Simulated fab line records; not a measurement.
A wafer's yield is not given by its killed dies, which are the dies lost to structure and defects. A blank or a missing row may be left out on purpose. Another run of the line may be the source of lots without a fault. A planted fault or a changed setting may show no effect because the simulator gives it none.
A single fault, viewed from 2 desks / flow gf180mcu / each desk has only its own numbers; what lay behind them comes last

FOR THE TOOL OWNER'S DESK: plasmaAsher-01
The tool's own readings at GF_V4_STRIP_18 (strips in O2/N2): means of the sampled wafers that have a number, for each lot that ran on this tool. A lot is out of limits, marked OUT, if its mean lies more than 4 standard deviations from the usual mean; the brackets give that distance.
Columns: A = drypumpMotorCurrentA at GF_V4_STRIP_18, usual 5.7 A; B = heaterPowerW at GF_V4_STRIP_18, usual 334 W; C = oesProductAu at GF_V4_STRIP_18, usual 0.591 a.u.
lot=L499; first seen here=day 24 11:38; A=5.2; B=327; C=0.592
lot=L501; first seen here=day 25 03:53; A=5.7; B=338; C=0.593
lot=L503; first seen here=day 25 22:27; A=5.4; B=334; C=0.592
lot=L504; first seen here=day 26 06:53; A=5.7; B=338; C=0.589
lot=L508; first seen here=day 27 20:32; A=5.5; B=334; C=0.586
lot=L511; first seen here=day 28 12:35; A=5.5; B=337; C=0.592
lot=L522; first seen here=day 31 09:41; A=5.5; B=335; C=0.593
Finding of this desk: none of the 7 lots has anything out of limits.

METROLOGY DESK
Lot by lot, what the gauges showed, no matter which tool ran the lot: averages of those sampled wafers that carry a number. A lot is out of limits, marked OUT, if its mean lies more than 4 standard deviations from the usual mean; the brackets give that distance.
Columns: A = MIM_ALCU_RS at GF_MIM_RS_MEAS_10, usual 0.1614 ohm/sq; B = V5_OVL at GF_V5_OVL_MEAS_15, usual -2 nm
lot=L499; first seen here=day 24 13:18; A=0.1606; B=-2
lot=L500; first seen here=day 24 19:29; A=0.1631; B=0
lot=L501; first seen here=day 25 05:32; A=0.1602; B=-5
lot=L503; first seen here=day 26 00:07; A=0.1620; B=-7
lot=L504; first seen here=day 26 08:40; A=0.1619; B=0
lot=L505; first seen here=day 26 18:38; A=0.1640; B=0
lot=L507; first seen here=day 27 10:20; A=0.1590; B=-6
lot=L508; first seen here=day 27 22:10; A=0.1639; B=-6
lot=L511; first seen here=day 28 14:13; A=0.1616; B=6
lot=L517; first seen here=day 30 01:54; A=0.1592; B=-7
lot=L518; first seen here=day 30 12:14; A=0.1605; B=3
lot=L520; first seen here=day 30 22:18; A=0.1635; B=-3
lot=L522; first seen here=day 31 11:20; A=0.1588; B=-7
Finding of this desk: none of the 13 lots has anything out of limits.

PUT TOGETHER
The tool owner's desk saw nothing out of limits.
The metrology desk saw nothing out of limits.

WHAT WAS PUT IN BY THE SIMULATOR
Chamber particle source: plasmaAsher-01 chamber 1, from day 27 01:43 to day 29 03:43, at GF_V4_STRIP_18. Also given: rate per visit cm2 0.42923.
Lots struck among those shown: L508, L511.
